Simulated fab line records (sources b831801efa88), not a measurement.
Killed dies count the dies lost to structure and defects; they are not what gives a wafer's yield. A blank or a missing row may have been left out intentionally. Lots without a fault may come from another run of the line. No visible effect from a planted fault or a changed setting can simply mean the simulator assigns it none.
Which tool did it? -- flow sky130 -- 18 wafers from 6 lots sampled at 4 of the route's 708 steps

WHAT THE GAUGES READ, wafer by wafer
SKY_CAP2M_THK_MEAS_01.
lot,measured,on,CAP2M_CVD_00_THK (nm)
L333,day 39 17:52,film-metro-03,15.72 15.47 15.68
L336,day 40 19:43,film-metro-03,15.27 15.64 15.61
L347,day 44 08:09,film-metro-03,15.21 15.43 15.46
L351,day 45 00:00,film-metro-01,15.34 15.47 15.46
L353,day 45 12:34,film-metro-03,15.86 16.14 15.94
L355,day 46 15:29,film-metro-03,15.71 15.91 15.78

TOOL THAT RAN EACH LOT (tool first, then ch and the chambers of the sampled wafers, then the start)
lot,SKY_VIA1_CMP_24,SKY_METAL4_SPUTTER_01,SKY_METAL4_SPUTTER_03
L333,"cmp-01 ch 0,1,2, day 34 02:55","pvd-sputter-04, day 39 17:36","pvd-sputter-04, day 39 17:40"
L336,"cmp-02 ch 1,2,3, day 35 05:27","pvd-sputter-03, day 40 19:33","pvd-sputter-03, day 40 19:37"
L347,"cmp-02 ch 0,1, day 39 05:20","pvd-sputter-01, day 44 07:59","pvd-sputter-01, day 44 08:03"
L351,"cmp-01 ch 0,2, day 39 21:23","pvd-sputter-01, day 44 23:50","pvd-sputter-01, day 44 23:54"
L353,"cmp-01 ch 0,1,2, day 40 11:38","pvd-sputter-04, day 45 12:24","pvd-sputter-04, day 45 12:28"
L355,"cmp-01 ch 0,2, day 41 16:52","pvd-sputter-04, day 46 15:20","pvd-sputter-04, day 46 15:23"
- SKY_VIA1_CMP_24: polishes, stops on SiO2, t overpolish 15 s, target thk 0 nm.
- SKY_METAL4_SPUTTER_01: material TiN, target thk 20 nm, time 16.7 s.
- SKY_METAL4_SPUTTER_03: material Ti, target thk 5 nm, time 3.3 s.

THE ANSWER, worked out from the rows above alone
Rule: what is usual is taken from the lots themselves. Put in order of their means at a reading, lots are off if they are a third of the lots or fewer, leave a main group of 4 or more, and stand apart from it by a gap of 3 or more times the standard deviation of the main group's means; of several such gaps the widest counts. A main group is skipped when, at the precision printed for the reading in the tables above, its means are all equal. A lot without any number at a reading at which 4 lots or more have one is off too. Any other lot the step has rows for is counted as sound.
No lot is off at any reading shown: from this, nothing can be told.

WHAT WAS PUT IN BY THE SIMULATOR
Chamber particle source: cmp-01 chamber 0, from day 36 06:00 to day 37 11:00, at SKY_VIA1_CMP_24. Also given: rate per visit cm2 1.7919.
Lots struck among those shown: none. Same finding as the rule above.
